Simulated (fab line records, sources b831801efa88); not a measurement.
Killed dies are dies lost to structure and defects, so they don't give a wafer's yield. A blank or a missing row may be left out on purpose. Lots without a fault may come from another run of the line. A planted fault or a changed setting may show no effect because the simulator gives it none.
A struck lot beside a sound one | flow gf180mcu | 14 steps out of a route of 602
Sound: wafers L532.1, L532.5, L532.6. Struck: wafers L542.2, L542.3, L542.6. The cause comes at the end.
At each step with rows: each side's tool, then ch and its chambers, then its first start. Under that, the readings that differ: sound wafers | struck wafers | difference of the means | sigmas: that difference in standard deviations of wafers without a fault.
alike: readings whose means differ by less than 2 such deviations, and words and numbers that are the same on both sides. not compared: withheld readings, readings that some wafer has no value for, bounds like >300 that may hide the same value, and numbers for which the record gives no deviation and whose values overlap.
The two part at a step that has a row with sigmas, a row that says differs or no value, or rows on one side only. Numbers that don't overlap but have no deviation are shown without sigmas and don't part them. A reading that every wafer of one side lacks parts them only if that side has two wafers or more.

GF_V1_CMP_26: polishes, stops on SiO2, t overpolish 15.68 s, target thk 0 nm.
  sound on cmp-01 ch 1,2, day 18 19:09; struck on cmp-01 ch 0,2, day 22 12:40
  alike: edge_zone_pressure_frac, motor_current_A, overpolish_run_s, time_to_endpoint_s
then, 1 step without rows for these wafers: GF_M2_SPUTTER_00 (material Ti, target thk 37.5 nm, time 150 s).
GF_M2_SPUTTER_01: material TiN, target thk 30 nm, time 25 s.
  sound on pvd_sputter-03, day 18 19:33; struck on pvd_sputter-03, day 22 13:01
  alike: cathode_dc_power_W, chamber_pressure_pa, throttle_valve_pct
GF_M2_SPUTTER_02: material AlCu, target thk 450 nm, time 23.9 s.
  sound on pvd_sputter-03, day 18 19:35; struck on pvd_sputter-03, day 22 13:03
  alike: cathode_dc_power_W, chamber_pressure_pa, throttle_valve_pct
GF_M2_SPUTTER_03: material Ti, target thk 10 nm, time 6.7 s.
  sound on pvd_sputter-03, day 18 19:37; struck on pvd_sputter-03, day 22 13:05
  alike: cathode_dc_power_W, chamber_pressure_pa, throttle_valve_pct
GF_M2_SPUTTER_04: material TiN, target thk 50 nm, time 41.7 s.
  sound on pvd_sputter-03, day 18 19:38; struck on pvd_sputter-03, day 22 13:06
  alike: cathode_dc_power_W, chamber_pressure_pa, throttle_valve_pct
GF_M2_RS_MEAS_05: measures by four-point-probe.
  sound on film_metro-02, day 18 19:40; struck on film_metro-03, day 22 13:10
  alike: M2_ALCU_RS
GF_M2_THK_MEAS_06: measures by xrf.
  sound on film_metro-02, day 18 19:47; struck on film_metro-03, day 22 13:16
  alike: M2_ALCU_THK
then, 4 steps without rows for these wafers: GF_M2_DEHYDRATE_07 (time 60 s); GF_M2_HMDS_08 (prime time 60 s); GF_M2_COAT_09 (resist thk 1000 nm); GF_M2_SOFTBAKE_10 (time 60 s).
GF_M2_EXPOSE_11: exposes mask Metal2, target cd 280 nm.
  sound on krf_scanner-02 ch 0, day 19 07:41; struck on krf_scanner-02, day 23 00:57
  no value came back on the struck wafers for exposure_dose_mJ_cm2, focus_offset_nm (nm); on the sound wafers exposure_dose_mJ_cm2 reads 28.005 27.944 27.998
  alike: mask
then, 1 step without rows for these wafers: GF_M2_PEB_12 (peb time 90 s).

WHERE THEY PART
Only at GF_M2_EXPOSE_11, within this record.

WHY: what the simulator had put in
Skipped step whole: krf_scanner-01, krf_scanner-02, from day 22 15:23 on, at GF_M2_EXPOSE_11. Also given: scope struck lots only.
